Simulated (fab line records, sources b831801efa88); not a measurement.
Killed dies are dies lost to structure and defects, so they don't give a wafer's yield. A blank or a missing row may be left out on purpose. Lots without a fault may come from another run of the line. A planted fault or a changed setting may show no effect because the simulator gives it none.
Which tool did it? | flow sky130 | 11 lots, 33 wafers sampled, at 4 steps of a route of 708

WHAT THE GAUGES READ, wafer by wafer
SKY_SD_N_RS_MEAS_16: measures by four-point-probe.
lot  | measured     | on            | SD_N_RS (ohm/sq)
L878 | day 28 12:11 | film_metro-01 | 68.77 68.67 68.56
L880 | day 28 21:34 | film_metro-01 | 68.56 68.80 68.82
L879 | day 28 22:49 | film_metro-04 | 68.56 68.52 68.67
L881 | day 29 11:21 | film_metro-04 | 68.51 68.57 68.57
L882 | day 30 00:35 | film_metro-04 | 68.42 68.58 68.60
L886 | day 31 14:31 | film_metro-01 | 68.62 68.67 68.76
L890 | day 32 19:22 | film_metro-03 | 71.92 71.74 71.67
L892 | day 33 08:14 | film_metro-01 | 71.84 71.84 71.97
L893 | day 33 09:33 | film_metro-01 | 68.59 68.65 68.49
L895 | day 34 09:40 | film_metro-01 | 68.78 68.64 68.40
L897 | day 34 17:40 | film_metro-04 | 68.63 68.57 68.73

SKY_SD_N_RS_MEAS_17: measures by four-point-probe.
lot  | measured     | on            | SD_P_RS (ohm/sq)
L878 | day 28 12:19 | film_metro-01 | 146.8 147.3 147.0
L880 | day 28 21:41 | film_metro-01 | 147.3 147.2 147.4
L879 | day 28 22:56 | film_metro-04 | 146.8 146.8 146.9
L881 | day 29 11:28 | film_metro-04 | 147.0 146.8 146.8
L882 | day 30 00:43 | film_metro-04 | 147.2 147.3 147.6
L886 | day 31 14:38 | film_metro-01 | 147.5 147.6 147.4
L890 | day 32 19:29 | film_metro-03 | 166.3 165.6 166.0
L892 | day 33 08:22 | film_metro-01 | 165.2 165.5 165.8
L893 | day 33 09:40 | film_metro-01 | 147.3 147.5 147.3
L895 | day 34 09:47 | film_metro-01 | 146.6 146.5 146.7
L897 | day 34 17:47 | film_metro-04 | 147.4 147.6 147.7

SKY_LI_CONTACT_THK_MEAS_01.
lot  | measured     | on            | LI_CONTACT_HDPCVD_THK (nm)
L878 | day 28 12:40 | film_metro-03 | 930 922 922
L880 | day 28 22:02 | film_metro-04 | 905 915 923
L879 | day 28 23:17 | film_metro-03 | 927 931 926
L881 | day 29 11:49 | film_metro-03 | 933 939 918
L882 | day 30 01:04 | film_metro-04 | 918 919 922
L886 | day 31 14:59 | film_metro-03 | 928 926 929
L890 | day 32 19:50 | film_metro-04 | 935 935 929
L892 | day 33 08:42 | film_metro-03 | 927 920 930
L893 | day 33 10:01 | film_metro-03 | 941 945 943
L895 | day 34 10:11 | film_metro-04 | 934 939 933
L897 | day 34 18:08 | film_metro-01 | 936 926 932

WHICH TOOL RAN EACH LOT (tool, then ch and the chambers of the sampled wafers, then the start)
lot  | SKY_SD_N_RTA_14
L878 | rtp_anneal-01 ch 0, day 28 11:58
L880 | rtp_anneal-02 ch 0, day 28 21:23
L879 | rtp_anneal-01 ch 0, day 28 22:31
L881 | rtp_anneal-02 ch 0, day 29 11:08
L882 | rtp_anneal-01 ch 0, day 30 00:25
L886 | rtp_anneal-02 ch 0, day 31 14:20
L890 | rtp_anneal-01 ch 0, day 32 19:11
L892 | rtp_anneal-01 ch 0, day 33 08:03
L893 | rtp_anneal-02 ch 0, day 33 09:22
L895 | rtp_anneal-02 ch 0, day 34 09:29
L897 | rtp_anneal-02 ch 0, day 34 17:28
- SKY_SD_N_RTA_14: time 2 s.

WHAT THE TOOLS THEMSELVES READ (means of the sampled wafers that have a number; where no wafer has one, the mark that the record gives instead)
SKY_SD_N_RTA_14.
lot  | tool          | lamp_power_pct (%) | wafer_temp_C_max
L878 | rtp_anneal-01 | 15.71              | 1076.8
L880 | rtp_anneal-02 | 15.78              | 1077.4
L879 | rtp_anneal-01 | 15.73              | 1078.8
L881 | rtp_anneal-02 | 15.72              | 1078.0
L882 | rtp_anneal-01 | 15.74              | 1077.4
L886 | rtp_anneal-02 | 15.78              | 1077.9
L890 | rtp_anneal-01 | 14.96              | 1077.2
L892 | rtp_anneal-01 | 15.04              | 1077.7
L893 | rtp_anneal-02 | 15.76              | 1077.3
L895 | rtp_anneal-02 | 15.74              | 1077.0
L897 | rtp_anneal-02 | 15.72              | 1077.4

THE ANSWER, worked out from the rows above alone
Rule: what is usual is taken from the lots themselves. Put in order of their means at a reading, lots are off if they are a third of the lots or fewer, leave a main group of 4 or more, and stand apart from it by a gap of 3 or more times the standard deviation of the main group's means; of several such gaps the widest counts. A main group whose means are all the same, to the digits that the tables above print for the reading, isn't used. A lot without any number at a reading at which 4 lots or more have one is off too. The other lots that the step has rows for count as sound. The gauges are gone through in route order, then the tools' own readings, and for those a lot's mean is taken as printed above. The first step at which some lot is off is used, and at that step the reading that is off furthest; a lot without a number counts as furthest.
Off: L890, L892, at SKY_SD_N_RS_MEAS_16 (SD_N_RS). The main group: mean 68.62 ohm/sq, standard deviation 0.061.
A tool fits if, at a process step before that reading, it ran every lot that is off, and no sound lot after the first of them. The gauges at SKY_SD_N_RS_MEAS_16 aren't tried: what is off there is off at SKY_SD_N_RTA_14 too, on other tools, and a gauge's error can't cause that. One fits: rtp_anneal-01 at SKY_SD_N_RTA_14. Its last sound lot is L882 (day 30 00:25), its first lot that is off L890 (day 32 19:11): a fault that began between those two fits.
The tool's own readings at SKY_SD_N_RTA_14 bear it out: on the lots that are off they differ by more than 5 times the standard deviation of the sound lots' means. lamp_power_pct reads 15.00 % there against 15.74 % on the sound lots.

WHAT THE SIMULATOR HAD PUT IN
Process parameter drift: rtp_anneal-01, from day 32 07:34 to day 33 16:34, at SKY_SD_N_RTA_14. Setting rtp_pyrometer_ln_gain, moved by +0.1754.
Lots struck among those shown: L890, L892. The rule above found the same.
